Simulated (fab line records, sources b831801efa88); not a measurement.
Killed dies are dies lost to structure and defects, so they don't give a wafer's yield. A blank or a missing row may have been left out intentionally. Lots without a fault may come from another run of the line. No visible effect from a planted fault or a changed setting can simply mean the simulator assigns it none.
Chamber matching | flow sky130 | cmp-01 running SKY_FIELD_ISO_CMP_27: 4 sister chambers
The step polishes, stops on Si3N4, t overpolish 16 s, target thk 457.8 nm. 14 wafers are shown with their chamber, then 7 later ones without.

## WAFERS, EACH WITH ITS CHAMBER
wafer  | chamber | motor_current_A (A) | edge_zone_pressure_frac | time_to_endpoint_s (s)
L584.1 | 1       | 12.6                | 1.012                   | 117
L584.4 | 3       | 13.4                | 1.007                   | 114
L584.5 | 0       | 10.2                | 1.002                   | 115
L590.1 | 3       | 13.4                | 1.003                   | 115
L590.2 | 2       | 11.5                | 1.002                   | 119
L590.6 | 2       | 11.1                | 1.004                   | 117
L593.3 | 2       | 11.5                | 1.006                   | 116
L593.4 | 3       | 14.0                | 1.005                   | 113
L593.5 | 0       | 10.3                | 1.001                   | 109
L594.1 | 3       | 14.0                | 1.002                   | 109
L594.3 | 0       | 10.5                | 1.000                   | 109
L594.5 | 2       | 10.5                | 1.005                   | 110
L596.1 | 3       | 13.6                | 0.997                   | 114
L596.2 | 2       | 11.1                | 1.005                   | 120

SIGNATURES (averages over the wafers above)
reading                 | chamber 0 | chamber 1 | chamber 2 | chamber 3 | scatter within a chamber
motor_current_A         | 10.333    | 12.600    | 11.140    | 13.680    | 0.33
edge_zone_pressure_frac | 1.00100   | 1.01200   | 1.00440   | 1.00280   | 0.00261
time_to_endpoint_s      | 111.00    | 117.00    | 116.40    | 113.00    | 3.27
Rule: a wafer's distance from a chamber is the root of the sum, over the readings, of the square of ((its reading less the chamber's mean) divided by the reading's scatter). If the next closest chamber is less than 2 further off than the closest, the wafer can't be placed; otherwise it belongs to the closest. The scatter is the square root of a quotient: the sum, over the shown wafers, of each reading's squared deviation from its chamber's mean, divided by wafers minus chambers.

## WAFERS WHOSE CHAMBER IS MISSING
wafer  | motor_current_A (A) | edge_zone_pressure_frac | time_to_endpoint_s (s)
L596.6 | 13.6                | 0.997                   | 117
L600.4 | 13.0                | 0.999                   | 121
L600.5 | 11.0                | 1.002                   | 120
L600.6 | 13.2                | 0.999                   | 117
L604.1 | 13.4                | 0.996                   | 119
L604.2 | 10.7                | 1.002                   | 118
L604.6 | 14.2                | 1.002                   | 115

## WHICH CHAMBER EACH WENT THROUGH
wafer  | from the rows above     | in truth
L596.6 | 3                       | 3
L600.4 | can't be placed: 3 or 1 | 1
L600.5 | can't be placed: 2 or 0 | 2
L600.6 | 3                       | 3
L604.1 | 3                       | 3
L604.2 | can't be placed: 2 or 0 | 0
L604.6 | 3                       | 3
4 of 7 placed correctly. From these rows, 3 cannot be placed; in 3 the true chamber is one of the candidates. Wrongly placed: 0.
